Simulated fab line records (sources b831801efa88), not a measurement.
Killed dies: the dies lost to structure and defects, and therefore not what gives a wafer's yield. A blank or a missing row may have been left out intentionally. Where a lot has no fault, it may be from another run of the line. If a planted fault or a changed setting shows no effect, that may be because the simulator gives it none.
Problem report in the 8D (eight disciplines) form, filled by code || flow sky130 || the parts of the form that need people (team, actions taken, sign-off) are left out

1. WHAT IS WRONG
oes_product_au at SKY_CONTACT_ETCH_17 reads a mean of 1.006 a.u. on 6 wafers of 2 lots; wafers without a fault read 0.893 a.u. with a standard deviation of 0.0053. Relative to the usual mean, that is a shift of +21 standard deviations.
The step: etches SiO2 in C4F8/O2/Ar, stops on Si3N4, target depth 340 nm.
Earliest sighting: wafer L832.1 on rie_diel-03 at day 33 22:54. The record has a number at this step for 39 wafers belonging to 13 lots. Rule for "out", or "out of limits": more than 4 standard deviations from the usual mean. Any other wafer with a number is counted as sound.

2. WHAT IT IS, AND WHAT IT ISN'T
{"question": "which readings at this step", "is": "oes_product_au", "is not": "-"}
{"question": "which lots", "is": "L832, L834", "is not": "L827, L828, L829, L830, L831, L839, L843, L845, L846, L847, L849"}
{"question": "which wafers of those lots", "is": "all that have a number", "is not": "-"}
{"question": "read on which tools", "is": "rie_diel-03, rie_diel-04", "is not": "rie_diel-02"}
{"question": "when", "is": "from day 33 22:54", "is not": "up to then (15 sound wafers); but 18 sound wafers of L839, L843, L845, L846, L847, L849 came after"}

3. THE SUSPECTS, EACH WITH WHAT RULES IT OUT
Counting: any tool at a process step up to the reading is kept as a suspect provided that every lot that is out went through it and no sound lot did after the first of them.
- cmp-01 at SKY_CONTACT_CMP_04 (polishes SiO2): ruled out as a lasting fault. The sound lots L843, L845, L846, L847, L849 went through it after L832, its earliest lot that is out (day 32 20:12).
Left after counting: nothing in the record.

4. THE CAUSE (what the simulator had put in)
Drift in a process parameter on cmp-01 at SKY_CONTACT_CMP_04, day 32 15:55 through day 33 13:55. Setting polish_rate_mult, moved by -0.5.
The count ruled it out by mistake, since the rule takes a fault to strike every lot its tool runs from the start of the fault on, and this one did not do so.

5. THE EFFECT CHAIN, in route order
Each row: a reading whose mean over the struck wafers that have a number lies more than 3 standard deviations from the usual. Scope: only readings with a usual standard deviation given in the record; hours: median across lots of the time from each lot's start at the first step in this table that gives one to its start at this step; sigmas: change in usual standard deviations.
{"hours": 0, "step": "SKY_CONTACT_ETCH_17", "reading": "oes_product_au", "usual": "0.893 a.u.", "on struck wafers": 1.006, "change": "+0.113", "sigmas": "+21"}
{"hours": 326, "step": "SKY_PAD_OPEN_PROBE_99", "reading": "killed_at_contacts", "usual": 25, "on struck wafers": 79, "change": "+54", "sigmas": "+11"}
{"hours": 326, "step": "SKY_PAD_OPEN_PROBE_99", "reading": "killed_dies", "usual": 87, "on struck wafers": 143, "change": "+56", "sigmas": "+6.1"}
Process steps it contains:
- SKY_CONTACT_ETCH_17: etches SiO2 in C4F8/O2/Ar, stops on Si3N4, target depth 340 nm.
- SKY_PAD_OPEN_PROBE_99

6. WHAT WOULD HAVE CAUGHT IT SOONER
First out-of-limits reading in this record: day 33 22:54, which is 31 hours after fault onset at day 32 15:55.
No tool reading at SKY_CONTACT_CMP_04 that has a usual standard deviation in the record was out on any struck wafer, so an alarm limit of 4 standard deviations on those readings would not have fired.
